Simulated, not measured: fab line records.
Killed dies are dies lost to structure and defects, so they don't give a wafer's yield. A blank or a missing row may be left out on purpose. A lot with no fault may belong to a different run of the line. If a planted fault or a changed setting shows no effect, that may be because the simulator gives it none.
2 desks looking at one fault | flow sky130 | numbers are kept per desk, each desk with only its own; the story behind them comes last

DESK OF THE TOOL OWNER: krf-scanner-01
The tool's own readings at SKY_CONTACT_EXPOSE_11 (exposes mask CTM1, target cd 170 nm): means of the sampled wafers that have a number, for each lot that ran on this tool. The brackets show how far a lot's mean lies from the usual mean; more than 4 standard deviations puts the lot out of limits, marked OUT.
Columns: A = exposure-dose-mJ-cm2 at SKY_CONTACT_EXPOSE_11, usual 37.98
lot  | first seen here | A
L465 | day 33 08:22    | 37.95
L466 | day 33 13:08    | 38.03
L476 | day 36 12:37    | 37.97
L478 | day 37 11:36    | 37.98
L479 | day 38 00:31    | 37.96
Finding of this desk: none of the 5 lots has anything out of limits.

METROLOGY DESK
Means of the sampled wafers that have a number, per lot and without regard to the tool the lot ran on: this is what the gauges read. The brackets show how far a lot's mean lies from the usual mean; more than 4 standard deviations puts the lot out of limits, marked OUT.
Columns: A = CONTACT_OVL at SKY_CONTACT_OVL_MEAS_15, usual -5 nm
lot  | first seen here | A
L458 | day 31 06:40    | -13
L459 | day 31 16:46    | -5
L462 | day 32 21:19    | -11
L463 | day 33 03:04    | 1
L464 | day 33 19:53    | -1
L465 | day 33 21:56    | -0
L466 | day 34 02:49    | -2
L467 | day 34 13:51    | -3
L468 | day 34 23:52    | -7
L469 | day 35 11:17    | -8
L472 | day 36 05:04    | -0
L476 | day 37 01:17    | 39 (+8.7) OUT
L478 | day 38 00:32    | 41 (+9.1) OUT
L479 | day 38 12:41    | 44 (+9.5) OUT
L480 | day 38 21:10    | -13
This desk's finding: out of limits on L476, L478, L479; first on L476, day 37 01:17 (CONTACT_OVL at SKY_CONTACT_OVL_MEAS_15). L458, L459, L462, L463, L464, L465, L466, L467, L468, L469, L472, L480 stayed within limits.

TAKEN TOGETHER
The metrology desk could have raised an alarm at day 37 01:17, on L476, L478, L479.
The desk of the tool owner found nothing out of limits.
The tool owner's desk has L476, L478, L479 on record, within its limits.
SKY_CONTACT_EXPOSE_11 was run on krf-scanner-01 by each of the lots named.

WHAT THE SIMULATOR PUT IN
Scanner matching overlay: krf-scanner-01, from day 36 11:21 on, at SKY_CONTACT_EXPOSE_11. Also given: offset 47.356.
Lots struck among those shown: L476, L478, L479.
Per desk, hours elapsed from the start of the fault to the first reading out of limits: for the metrology desk, 14.
